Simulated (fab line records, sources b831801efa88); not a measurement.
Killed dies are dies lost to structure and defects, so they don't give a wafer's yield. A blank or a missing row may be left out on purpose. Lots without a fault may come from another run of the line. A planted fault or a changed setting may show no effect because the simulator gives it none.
A struck lot beside a sound one | flow sky130 | 15 steps out of a route of 708
Sound: wafers L443.1, L443.3, L443.6. Struck: wafers L447.1, L447.2, L447.3. The cause comes at the end.
At each step with rows: each side's tool, then ch and its chambers, then its first start. Under that, the readings that differ: sound wafers | struck wafers | difference of the means | sigmas: that difference in standard deviations of wafers without a fault.
alike: readings whose means differ by less than 2 such deviations, and words and numbers that are the same on both sides. not compared: withheld readings, readings that some wafer has no value for, bounds like >300 that may hide the same value, and numbers for which the record gives no deviation and whose values overlap.
The two part at a step that has a row with sigmas, a row that says differs or no value, or rows on one side only. Numbers that don't overlap but have no deviation are shown without sigmas and don't part them. A reading that every wafer of one side lacks parts them only if that side has two wafers or more.

first, 5 steps without rows for these wafers: SKY_GATE_OXIDE_COAT_05 (resist thk 1140 nm); SKY_GATE_OXIDE_SOFTBAKE_06 (time 60 s); SKY_GATE_OXIDE_EXPOSE_07 (exposes mask LVOM, target cd 600 nm); SKY_GATE_OXIDE_PEB_08; SKY_GATE_OXIDE_DEVELOP_09 (develop time 60 s).
SKY_GATE_OXIDE_OVL_MEAS_10:
  sound on overlay-02, day 16 14:14; struck on overlay-01, day 18 05:47
  alike: GATE_OXIDE_OVL
then, 2 steps without rows for these wafers: SKY_GATE_OXIDE_IMPLANT_11; SKY_GATE_OXIDE_WET_ETCH_12 (etches SiO2 in dHF, target depth 16.8 nm, time 336 s).
SKY_GATE_OXIDE_STRIP_13: strips in O2/N2.
  sound on plasma_asher-04 ch 0,1, day 16 14:31; struck on plasma_asher-03 ch 0,1, day 18 06:04
  reading                     | sound       | struck      | difference | sigmas
  drypump_motor_current_A (A) | 6.0 6.5 6.5 | 4.7 5.9 4.7 | -1.2       | -2
  alike: oes_product_au, strip_time_to_endpoint_s
  not compared: rf_hours_counter_h
SKY_GATE_OXIDE_TW_MEAS_14:
  sound on film_metro-04, day 16 14:37; struck on film_metro-04, day 18 06:10
  alike: GATE_OXIDE_TW
then, 2 steps without rows for these wafers: SKY_GATE_OXIDE_CLEAN_15 (cleans in SC1/SC2, time 150 s); SKY_GATE_OXIDE_OXIDATION_16 (stabilise 600 s, purge 300 s, target thk 3.57 nm).
-- the record jumps here: 5 days lie between the struck wafers' starts before and after (it left off in module GATE_OXIDE and takes up again in module POLY_GATE, whose first step shown is number 204 of the route) --
SKY_POLY_GATE_CVD_00: deposits poly-Si, target thk 180 nm, time 720 s.
  sound on lpcvd-01 ch 0, day 16 18:47; struck on lpcvd-01 ch 0, day 23 08:18
SKY_POLY_GATE_THK_MEAS_01:
  sound on film_metro-03, day 16 19:59; struck on film_metro-03, day 23 09:30
  alike: POLY_GATE_CVD_00_THK
-- the record jumps here: 30 days lie between the struck wafers' starts before and after (it left off in module POLY_GATE and takes up again in module PAD_OPEN, whose first step shown is number 708 of the route) --
SKY_PAD_OPEN_PROBE_99:
  sound on prober-01, day 47 17:20; struck on prober-02, day 53 19:08
  reading                                   | sound             | struck            | difference | sigmas
  model.etest.cap_thick_oxide.gate_bv_v (V) | 15.51 15.24 16.15 | 14.76 14.79 14.78 | -0.86      |
  model.etest.cap_ono.gate_bv_v (V)         | 16.51 16.35 16.43 | 15.54 15.95 16.05 | -0.58      |
  alike: killed_at_M0_to_M3, killed_at_M4_up, killed_at_contacts, killed_at_front_end, killed_at_other, killed_dies, killed_open, killed_short
  not compared: model.etest.cap_thin_oxide.gate_bv_v

WHERE THEY PART
Only at SKY_GATE_OXIDE_STRIP_13, within this record. Later steps at which nothing parts them and some readings are alike: SKY_GATE_OXIDE_TW_MEAS_14, SKY_POLY_GATE_THK_MEAS_01, SKY_PAD_OPEN_PROBE_99.

WHY: what the simulator had put in
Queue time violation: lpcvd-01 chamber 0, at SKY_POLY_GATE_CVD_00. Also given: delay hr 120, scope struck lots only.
